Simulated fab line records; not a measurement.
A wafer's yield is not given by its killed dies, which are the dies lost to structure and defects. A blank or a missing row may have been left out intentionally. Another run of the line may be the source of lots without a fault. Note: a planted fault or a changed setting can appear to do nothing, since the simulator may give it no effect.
Chamber matching -- flow sky130 -- SKY_CONTACT_HDPCVD_02 on hdpcvd-01: 3 sister chambers
The step deposits SiO2, target thk 565 nm, time 94.2 s. 3 wafers are shown with their chamber, then 7 later ones without.

== WAFERS, EACH WITH ITS CHAMBER ==
wafer,chamber,pressureMtorr (mTorr)
L736.5,0,5.998
L737.2,1,6.013
L737.3,2,5.982

== WAFERS WITH NO CHAMBER GIVEN ==
wafer,pressureMtorr (mTorr)
L737.4,5.984
L738.3,6.026
L738.5,6.002
L738.6,6.010
L740.1,5.986
L740.2,5.997
L740.4,6.013

== THE CHAMBER EACH PASSED THROUGH ==
wafer,from the rows above,in truth
L737.4,2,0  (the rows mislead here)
L738.3,1,1
L738.5,can't be placed: 0 or 1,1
L738.6,can't be placed: 1 or 0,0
L740.1,can't be placed: 2 or 0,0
L740.2,0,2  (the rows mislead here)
L740.4,1,1
2 of 7 placed correctly. Cannot be placed on the basis of these rows: 3; the candidates contain the true chamber in 3. Wrongly placed: 2.
How it was worked out, from the rows above alone: a wafer's distance from a chamber is the root of the sum, over the readings, of the square of ((its reading less the chamber's mean) divided by the reading's scatter). If the next closest chamber is less than 2 further off than the closest, the wafer can't be placed; otherwise it belongs to the closest. For every chamber, the mean is computed from those of its wafers that are shown. The scatter: root of mean squared gap, hidden wafer to nearest shown wafer, with one shown wafer a chamber.
